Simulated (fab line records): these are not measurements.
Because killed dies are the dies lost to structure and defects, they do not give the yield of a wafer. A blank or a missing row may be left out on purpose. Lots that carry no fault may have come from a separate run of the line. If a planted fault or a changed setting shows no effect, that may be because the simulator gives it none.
A lot that was struck, set against a sound lot | flow gf180mcu | 17 out of 602 route steps
Sound: these wafers, L744.1, L744.4, L744.5. Struck: wafers L749.2, L749.5. (L749.4 of the same lot was not struck and is left out.) The cause comes at the end.
At each step with rows: each side's tool, then ch and its chambers, then its first start. Under that, the readings that differ: sound wafers | struck wafers | difference of the means | sigmas: that difference in standard deviations of wafers without a fault.
alike: words and numbers the same on both sides, and readings whose means are apart by under 2 such deviations; not compared: readings that were withheld, readings missing a value for some wafer, numbers with overlapping values and no deviation given by the record, and bounds like >300 which may hide the same value.
A row with sigmas, a row that says differs or no value, or rows on one side alone: a step with any of these is where the two part. Numbers that don't overlap but have no deviation are shown without sigmas and don't part them. A reading that every wafer of one side lacks parts them only if that side has two wafers or more.

first, 1 step without rows for these wafers: GF_V3_EXPOSE_11 (exposes mask Via3, target cd 260 nm).
GF_V3_PEB_12: peb time 92.09 s.
  sound on litho-track-01 ch 0; struck on litho-track-01 ch 0
  alike: plate-sensor-t-centre-C, plate-sensor-t-edge-C
then, 1 step without rows for these wafers: GF_V3_DEVELOP_13 (develop time 60 s).
GF_V3_CD_MEAS_14: the cd target is 260 nm.
  sound on cd-sem-01, day 22 13:38; struck on cd-sem-01, day 24 10:13
  alike: cd-nm
GF_V3_OVL_MEAS_15:
  sound on overlay-01, day 22 13:46; struck on overlay-01, day 24 10:19
  alike: V3_OVL
then, 1 step without rows for these wafers: GF_V3_ETCH_16 (etches BARC in N2/H2).
GF_V3_ETCH_17: etches SiO2 in C4F8/O2/Ar, stops on TiN, target depth 635 nm.
  sound on rie-diel-02 ch 0,1,3; struck on rie-diel-03 ch 2
  alike: oes-product-au
GF_V3_STRIP_18: strips in O2/N2.
  sound on plasma-asher-03 ch 1, day 22 13:55; struck on plasma-asher-01 ch 0,1, day 24 10:28
  alike: drypump-motor-current-A, heater-power-w, oes-product-au
  not compared: rf-hours-counter-h
then, 2 steps without rows for these wafers: GF_V3_STRIP_19 (strips in post etch residue remover, time 1200 s); GF_V3_CLEAN_20 (cleans in DIW).
GF_V3_SPUTTER_21: material Ti, target thk 15 nm, time 80.02 s.
  sound on pvd-sputter-02, day 22 14:28; struck on pvd-sputter-03, day 24 11:01
  alike: throttle-valve-pct
then, 1 step without rows for these wafers: GF_V3_SPUTTER_22 (material TiN, target thk 10 nm, time 40 s).
GF_V3_CVD_23: deposits W, target thk 350 nm, time 104.9 s.
  sound on cvd-w-02 ch 0, day 22 14:34; struck on cvd-w-02 ch 0, day 24 11:07
  reading                          | sound             | struck    | difference | sigmas
  model.W_of_V3_CVD_23.thk-nm (nm) | 361.3 358.7 361.9 | 375 376.2 | +15        |
  alike: heater-power-w, susceptor-temp-C
GF_V3_RS_MEAS_24: the measuring method here is four-point-probe.
  sound on film-metro-02, day 22 14:40; struck on film-metro-03, day 24 11:14
  reading          | sound             | struck      | difference | sigmas
  V3_W_RS (ohm/sq) | 0.318 0.320 0.317 | 0.306 0.304 | -0.013     | -2
GF_V3_THK_MEAS_25: measures by xrf.
  sound on film-metro-02, day 22 14:47; struck on film-metro-03, day 24 11:21
  alike: V3_W_THK
GF_V3_CMP_26: polishes, stops on SiO2, t overpolish 15 s, target thk 0 nm.
  sound on cmp-02 ch 1,2, day 22 14:51; struck on cmp-01 ch 1,2, day 24 11:24
  alike: head-pressure-psi, motor-current-A, overpolish-run-s, time-to-endpoint-s
GF_PASSIVATION_PROBE_99:
  sound wafers here have rows in the record (prober-02, day 28 22:10); struck ones have none

== WHERE THEY PART ==
Last at GF_PASSIVATION_PROBE_99 as far as this record goes, first at GF_V3_RS_MEAS_24.

WHY: what had been put in by the simulator
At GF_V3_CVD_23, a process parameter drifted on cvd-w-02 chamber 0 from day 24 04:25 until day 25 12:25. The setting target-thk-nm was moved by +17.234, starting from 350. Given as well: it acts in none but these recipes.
